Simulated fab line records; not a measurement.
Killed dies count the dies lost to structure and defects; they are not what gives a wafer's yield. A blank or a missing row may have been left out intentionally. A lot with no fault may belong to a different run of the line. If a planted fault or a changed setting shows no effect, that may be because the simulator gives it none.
Struck lot and sound lot, side by side :: flow gf180mcu :: 15 steps out of a route of 602
Sound: these wafers, L892.4, L892.5, L892.6. Struck: wafers L885.2, L885.5, L885.6. Last of all comes the cause.
At each step with rows: each side's tool, then ch and its chambers, then its first start. Under that, the readings that differ: sound wafers :: struck wafers :: difference of the means :: sigmas: that difference in standard deviations of wafers without a fault.
alike: words and numbers the same on both sides, and readings whose means are apart by under 2 such deviations; not compared: readings that were withheld, readings missing a value for some wafer, numbers with overlapping values and no deviation given by the record, and bounds like >300 which may hide the same value.
The two part at a step that has a row with sigmas, a row that says differs or no value, or rows on one side only. When numbers do not overlap yet have no deviation, they are printed without sigmas and do not part them. A reading missing from all wafers of one side parts the sides only when that side holds two or more wafers.

GF_M1_RS_MEAS_05: the measuring method here is four-point-probe.
  sound on film_metro-02 at day 23 13:14; struck on film_metro-03 at day 20 09:11
  alike: M1_ALCU_RS
GF_M1_THK_MEAS_06: measures by xrf.
  sound on film_metro-02 at day 23 13:20; struck on film_metro-03 at day 20 09:18
  alike: M1_ALCU_THK
then, 7 steps without rows for these wafers: GF_M1_DEHYDRATE_07 (time 60 s); GF_M1_HMDS_08 (prime time 60 s); GF_M1_COAT_09 (resist thk 1000 nm); GF_M1_SOFTBAKE_10 (time 60 s); GF_M1_EXPOSE_11 (exposes mask Metal1, target cd 230 nm); GF_M1_PEB_12 (peb time 90 s); GF_M1_DEVELOP_13 (develop time 60 s).
GF_M1_CD_MEAS_14: target cd 230 nm.
  sound on cd_sem-02 at day 24 09:24; struck on cd_sem-01 at day 21 09:26
  alike: cd_nm
GF_M1_OVL_MEAS_15:
  sound on overlay-01 at day 24 09:29; struck on overlay-02 at day 21 09:32
  alike: M1_OVL
GF_M1_METAL_ETCH_16: etches the open film in Cl2/BCl3, stops on SiO2, target depth 750.8 nm, time 125.1 s.
  sound on rie_metal-02 ch 0,1, day 24 09:32; struck on rie_metal-03 ch 0,1, day 21 09:34
  alike: drypump_motor_current_A, oes_product_au, throttle_valve_pct
  not compared: rf_hours_counter_h
GF_M1_STRIP_17: strips in O2/N2.
  sound on plasma_asher-02 ch 0,1, day 24 09:40; struck on plasma_asher-04 ch 0,1, day 21 09:41
reading: strip_time_to_endpoint_s (s)
sound: 7.39 7.37 7.41
struck: 7.16 7.15 7.16
difference: -0.23
sigmas: -6
  alike: drypump_motor_current_A, heater_power_w, oes_product_au
  not compared: rf_hours_counter_h
then, 2 steps without rows for these wafers: GF_M1_STRIP_18 (strips in post etch residue remover, time 1200 s); GF_PASSIVATION_PROBE_99.

== WHERE THEY PART ==
Only at GF_M1_STRIP_17, as far as this record shows.

WHY: the cause the simulator had injected
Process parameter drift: plasma_asher-04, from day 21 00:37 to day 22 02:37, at GF_M1_STRIP_17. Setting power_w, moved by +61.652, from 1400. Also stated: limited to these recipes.
